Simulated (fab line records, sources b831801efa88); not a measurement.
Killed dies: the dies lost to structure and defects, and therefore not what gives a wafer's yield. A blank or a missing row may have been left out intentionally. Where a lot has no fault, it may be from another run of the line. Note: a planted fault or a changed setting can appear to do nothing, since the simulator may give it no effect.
Which tool was responsible? / flow sky130 / 11 lots, 31 wafers sampled, at 6 steps of a route of 708

WHAT THE GAUGES SHOWED, per wafer
SKY_PWDE_TW_MEAS_10.
lot=L279; measured=day 4 14:56; on=film metro-02; PWDE_TW=369.1 369.6 366.2
lot=L281; measured=day 4 20:27; on=film metro-02; PWDE_TW=370.4 370.9 370.4
lot=L280; measured=day 4 20:07; on=film metro-03; PWDE_TW=370.0 369.9 370.6
lot=L282; measured=day 5 07:49; on=film metro-04; PWDE_TW=373.0 372.8 371.9
lot=L283; measured=day 5 16:05; on=film metro-02; PWDE_TW=371.4 370.7 371.8
lot=L284; measured=day 5 16:11; on=film metro-04; PWDE_TW=415.1 372.9
lot=L287; measured=day 6 11:11; on=film metro-03; PWDE_TW=420.8 377.8
lot=L295; measured=day 8 05:11; on=film metro-02; PWDE_TW=371.8 371.7 373.2
lot=L296; measured=day 8 14:44; on=film metro-02; PWDE_TW=370.2 371.9 372.8
lot=L297; measured=day 8 18:32; on=film metro-02; PWDE_TW=370.1 370.3 371.8
lot=L299; measured=day 9 02:18; on=film metro-03; PWDE_TW=377.1 376.6 376.4

SKY_NWELL_RS_MEAS_31: uses a four-point probe to measure.
lot=L279; measured=day 6 04:05; on=film metro-03; PWDE_RS (ohm/sq)=5286 5281 5267
lot=L281; measured=day 6 09:59; on=film metro-03; PWDE_RS (ohm/sq)=5271 5270 5285
lot=L280; measured=day 6 09:16; on=film metro-03; PWDE_RS (ohm/sq)=5264 5259 5273
lot=L282; measured=day 6 22:07; on=film metro-03; PWDE_RS (ohm/sq)=5280 5269 5268
lot=L283; measured=day 7 06:32; on=film metro-02; PWDE_RS (ohm/sq)=5253 5247 5242
lot=L284; measured=day 7 07:05; on=film metro-02; PWDE_RS (ohm/sq)=4002 5278
lot=L287; measured=day 8 01:50; on=film metro-03; PWDE_RS (ohm/sq)=4003 5289
lot=L295; measured=day 10 01:30; on=film metro-02; PWDE_RS (ohm/sq)=5283 5276 5263
lot=L296; measured=day 10 11:35; on=film metro-02; PWDE_RS (ohm/sq)=5284 5285 5286
lot=L297; measured=day 10 16:09; on=film metro-02; PWDE_RS (ohm/sq)=5300 5311 5294
lot=L299; measured=day 11 00:41; on=film metro-02; PWDE_RS (ohm/sq)=5282 5276 5277

TOOL THAT RAN EACH LOT (tool first, then ch and the chambers of the sampled wafers, then the start)
lot=L279; SKY_FIELD_ISO_ETCH_15=rie diel-03 ch 0,1,2, day 2 20:36; SKY_FIELD_ISO_CMP_27=cmp-02 ch 0,1,2, day 3 02:44; SKY_PWDE_IMPLANT_08=implanter-03 ch 0, day 4 14:41; SKY_NWELL_STRIP_14=plasma asher-02 ch 0,1, day 5 09:11
lot=L281; SKY_FIELD_ISO_ETCH_15=rie diel-02 ch 0,2, day 3 04:30; SKY_FIELD_ISO_CMP_27=cmp-02 ch 0,1,3, day 3 08:02; SKY_PWDE_IMPLANT_08=implanter-03 ch 0, day 4 20:12; SKY_NWELL_STRIP_14=plasma asher-03 ch 0,1, day 5 14:59
lot=L280; SKY_FIELD_ISO_ETCH_15=rie diel-04 ch 2,3, day 3 04:40; SKY_FIELD_ISO_CMP_27=cmp-01 ch 0,1,2, day 3 08:41; SKY_PWDE_IMPLANT_08=implanter-01 ch 0, day 4 19:54; SKY_NWELL_STRIP_14=plasma asher-04 ch 0,1, day 5 14:34
lot=L282; SKY_FIELD_ISO_ETCH_15=rie diel-04 ch 0,3, day 3 12:42; SKY_FIELD_ISO_CMP_27=cmp-01 ch 1,3, day 3 16:29; SKY_PWDE_IMPLANT_08=implanter-01 ch 0, day 5 07:34; SKY_NWELL_STRIP_14=plasma asher-03 ch 1, day 6 02:47
lot=L283; SKY_FIELD_ISO_ETCH_15=rie diel-03 ch 0,2,3, day 3 20:22; SKY_FIELD_ISO_CMP_27=cmp-02 ch 0,1,2, day 4 01:08; SKY_PWDE_IMPLANT_08=implanter-03 ch 0, day 5 15:50; SKY_NWELL_STRIP_14=plasma asher-04 ch 0,1, day 6 11:16
lot=L284; SKY_FIELD_ISO_ETCH_15=rie diel-04 ch 1,3, day 3 23:07; SKY_FIELD_ISO_CMP_27=cmp-01 ch 1,3, day 4 02:57; SKY_PWDE_IMPLANT_08=implanter-01 ch 0, day 5 15:53; SKY_NWELL_STRIP_14=plasma asher-03 ch 1, day 6 11:37
lot=L287; SKY_FIELD_ISO_ETCH_15=rie diel-04 ch 1,2, day 4 15:04; SKY_FIELD_ISO_CMP_27=cmp-01 ch 0,1, day 4 19:26; SKY_PWDE_IMPLANT_08=implanter-01 ch 0, day 6 10:56; SKY_NWELL_STRIP_14=plasma asher-04 ch 1, day 7 06:08
lot=L295; SKY_FIELD_ISO_ETCH_15=rie diel-04 ch 1,2,3, day 6 06:33; SKY_FIELD_ISO_CMP_27=cmp-01 ch 1,2,3, day 6 11:16; SKY_PWDE_IMPLANT_08=implanter-04 ch 0, day 8 04:58; SKY_NWELL_STRIP_14=plasma asher-02 ch 0,1, day 9 02:52
lot=L296; SKY_FIELD_ISO_ETCH_15=rie diel-02 ch 0,1, day 6 12:40; SKY_FIELD_ISO_CMP_27=cmp-01 ch 0,1,3, day 6 18:35; SKY_PWDE_IMPLANT_08=implanter-01 ch 0, day 8 14:31; SKY_NWELL_STRIP_14=plasma asher-03 ch 1, day 9 12:38
lot=L297; SKY_FIELD_ISO_ETCH_15=rie diel-02 ch 0,1,3, day 6 20:07; SKY_FIELD_ISO_CMP_27=cmp-02 ch 0,1,2, day 6 23:35; SKY_PWDE_IMPLANT_08=implanter-03 ch 0, day 8 18:18; SKY_NWELL_STRIP_14=plasma asher-04 ch 0,1, day 9 17:07
lot=L299; SKY_FIELD_ISO_ETCH_15=rie diel-04 ch 0,3, day 7 03:10; SKY_FIELD_ISO_CMP_27=cmp-02 ch 1,3, day 7 06:47; SKY_PWDE_IMPLANT_08=implanter-01 ch 0, day 9 02:03; SKY_NWELL_STRIP_14=plasma asher-04 ch 0,1, day 10 00:37
- SKY_FIELD_ISO_ETCH_15: etches the open film in CHF3/O2, stops on Si, target depth 180 nm, time 72 s.
- SKY_FIELD_ISO_CMP_27: polishes, stops on Si3N4, t overpolish 16 s, target thk 457.8 nm.
- SKY_PWDE_IMPLANT_08
- SKY_NWELL_STRIP_14: strips in O2/N2.

WHAT THE TOOLS THEMSELVES READ (means of the sampled wafers that have a number; where no wafer has one, the mark that the record gives instead)
SKY_FIELD_ISO_ETCH_15.
lot=L279; tool=rie diel-03; chf3 flow sccm (sccm)=49.90; drypump motor current A (A)=5.9; oes product au (a.u.)=0.952; throttle valve pct (%)=8.845
lot=L281; tool=rie diel-02; chf3 flow sccm (sccm)=49.89; drypump motor current A (A)=5.8; oes product au (a.u.)=0.944; throttle valve pct (%)=8.839
lot=L280; tool=rie diel-04; chf3 flow sccm (sccm)=50.12; drypump motor current A (A)=5.4; oes product au (a.u.)=0.940; throttle valve pct (%)=8.839
lot=L282; tool=rie diel-04; chf3 flow sccm (sccm)=49.97; drypump motor current A (A)=6.0; oes product au (a.u.)=0.947; throttle valve pct (%)=8.833
lot=L283; tool=rie diel-03; chf3 flow sccm (sccm)=49.99; drypump motor current A (A)=6.1; oes product au (a.u.)=0.940; throttle valve pct (%)=8.830
lot=L284; tool=rie diel-04; chf3 flow sccm (sccm)=49.87; drypump motor current A (A)=5.8; oes product au (a.u.)=0.945; throttle valve pct (%)=8.844
lot=L287; tool=rie diel-04; chf3 flow sccm (sccm)=50.06; drypump motor current A (A)=6.0; oes product au (a.u.)=0.946; throttle valve pct (%)=8.846
lot=L295; tool=rie diel-04; chf3 flow sccm (sccm)=49.97; drypump motor current A (A)=5.8; oes product au (a.u.)=0.950; throttle valve pct (%)=8.844
lot=L296; tool=rie diel-02; chf3 flow sccm (sccm)=50.00; drypump motor current A (A)=5.9; oes product au (a.u.)=0.946; throttle valve pct (%)=8.838
lot=L297; tool=rie diel-02; chf3 flow sccm (sccm)=50.01; drypump motor current A (A)=6.0; oes product au (a.u.)=0.939; throttle valve pct (%)=8.842
lot=L299; tool=rie diel-04; chf3 flow sccm (sccm)=50.11; drypump motor current A (A)=6.0; oes product au (a.u.)=0.938; throttle valve pct (%)=8.849

SKY_FIELD_ISO_CMP_27.
lot=L279; tool=cmp-02; motor current A (A)=12.5; overpolish run s (s)=15.990; slurry filter dp kPa (kPa)=13.52; time to endpoint s (s)=111
lot=L281; tool=cmp-02; motor current A (A)=13.0; overpolish run s (s)=16.003; slurry filter dp kPa (kPa)=13.48; time to endpoint s (s)=109
lot=L280; tool=cmp-01; motor current A (A)=12.4; overpolish run s (s)=16.001; slurry filter dp kPa (kPa)=13.55; time to endpoint s (s)=110
lot=L282; tool=cmp-01; motor current A (A)=11.2; overpolish run s (s)=16.003; slurry filter dp kPa (kPa)=13.58; time to endpoint s (s)=110
lot=L283; tool=cmp-02; motor current A (A)=12.4; overpolish run s (s)=16.007; slurry filter dp kPa (kPa)=13.56; time to endpoint s (s)=115
lot=L284; tool=cmp-01; motor current A (A)=11.8; overpolish run s (s)=16.008; slurry filter dp kPa (kPa)=13.65; time to endpoint s (s)=112
lot=L287; tool=cmp-01; motor current A (A)=10.6; overpolish run s (s)=16.002; slurry filter dp kPa (kPa)=13.47; time to endpoint s (s)=111
lot=L295; tool=cmp-01; motor current A (A)=13.4; overpolish run s (s)=16.007; slurry filter dp kPa (kPa)=13.47; time to endpoint s (s)=113
lot=L296; tool=cmp-01; motor current A (A)=10.8; overpolish run s (s)=15.997; slurry filter dp kPa (kPa)=13.46; time to endpoint s (s)=114
lot=L297; tool=cmp-02; motor current A (A)=12.7; overpolish run s (s)=15.998; slurry filter dp kPa (kPa)=13.57; time to endpoint s (s)=109
lot=L299; tool=cmp-02; motor current A (A)=13.5; overpolish run s (s)=15.995; slurry filter dp kPa (kPa)=13.51; time to endpoint s (s)=103

SKY_PWDE_IMPLANT_08.
lot=L279; tool=implanter-03; beam on s (s)=9.84; faraday current uA=20.6
lot=L281; tool=implanter-03; beam on s (s)=9.91; faraday current uA=20.5
lot=L280; tool=implanter-01; beam on s (s)=10.04; faraday current uA=20.2
lot=L282; tool=implanter-01; beam on s (s)=9.93; faraday current uA=20.5
lot=L283; tool=implanter-03; beam on s (s)=9.92; faraday current uA=20.5
lot=L284; tool=implanter-01; beam on s (s)=12.23; faraday current uA=17.1
lot=L287; tool=implanter-01; beam on s (s)=11.95; faraday current uA=17.4
lot=L295; tool=implanter-04; beam on s (s)=9.89; faraday current uA=20.6
lot=L296; tool=implanter-01; beam on s (s)=10.07; faraday current uA=20.2
lot=L297; tool=implanter-03; beam on s (s)=9.95; faraday current uA=20.4
lot=L299; tool=implanter-01; beam on s (s)=9.90; faraday current uA=20.4

SKY_NWELL_STRIP_14.
lot=L279; tool=plasma asher-02; drypump motor current A (A)=5.80; oes product au (a.u.)=0.720; strip time to endpoint s (s)=37.06
lot=L281; tool=plasma asher-03; drypump motor current A (A)=5.82; oes product au (a.u.)=0.719; strip time to endpoint s (s)=36.92
lot=L280; tool=plasma asher-04; drypump motor current A (A)=5.85; oes product au (a.u.)=0.723; strip time to endpoint s (s)=37.08
lot=L282; tool=plasma asher-03; drypump motor current A (A)=5.32; oes product au (a.u.)=0.716; strip time to endpoint s (s)=36.91
lot=L283; tool=plasma asher-04; drypump motor current A (A)=5.95; oes product au (a.u.)=0.724; strip time to endpoint s (s)=36.79
lot=L284; tool=plasma asher-03; drypump motor current A (A)=5.31; oes product au (a.u.)=0.720; strip time to endpoint s (s)=36.98
lot=L287; tool=plasma asher-04; drypump motor current A (A)=6.07; oes product au (a.u.)=0.714; strip time to endpoint s (s)=37.02
lot=L295; tool=plasma asher-02; drypump motor current A (A)=5.80; oes product au (a.u.)=0.725; strip time to endpoint s (s)=36.95
lot=L296; tool=plasma asher-03; drypump motor current A (A)=5.30; oes product au (a.u.)=0.726; strip time to endpoint s (s)=36.90
lot=L297; tool=plasma asher-04; drypump motor current A (A)=5.95; oes product au (a.u.)=0.727; strip time to endpoint s (s)=37.02
lot=L299; tool=plasma asher-04; drypump motor current A (A)=5.86; oes product au (a.u.)=0.721; strip time to endpoint s (s)=37.16

THE ANSWER, worked out from the rows above alone
Rule: the usual values come from the lots themselves. Put in order of their means at a reading, lots are off if they are a third of the lots or fewer, leave a main group of 4 or more, and stand apart from it by a gap of 3 or more times the standard deviation of the main group's means; of several such gaps the widest counts. Not used: any main group whose means are identical at the precision the tables above print for the reading. Also off: a lot with no number at a reading for which 4 or more lots have one. Any other lot the step has rows for is counted as sound. The gauges are gone through in route order, then the tools' own readings, and for those a lot's mean is taken as printed above. At the first step where some lot is off, the reading lying furthest off is the one used; lots without a number count as furthest.
Off: at SKY_PWDE_TW_MEAS_10 (PWDE_TW), L284, L287. The main group has a mean of 371.6 with a standard deviation of 2.2.
If a tool, at a process step before that reading, ran all the lots that are off and no sound lot after the first of them, it fits. The gauges at SKY_PWDE_TW_MEAS_10 aren't tried: what is off there is off at SKY_PWDE_IMPLANT_08 too, on other tools, and a gauge's error can't cause that. Of those tried, none fits.

WHAT WAS PUT IN BY THE SIMULATOR
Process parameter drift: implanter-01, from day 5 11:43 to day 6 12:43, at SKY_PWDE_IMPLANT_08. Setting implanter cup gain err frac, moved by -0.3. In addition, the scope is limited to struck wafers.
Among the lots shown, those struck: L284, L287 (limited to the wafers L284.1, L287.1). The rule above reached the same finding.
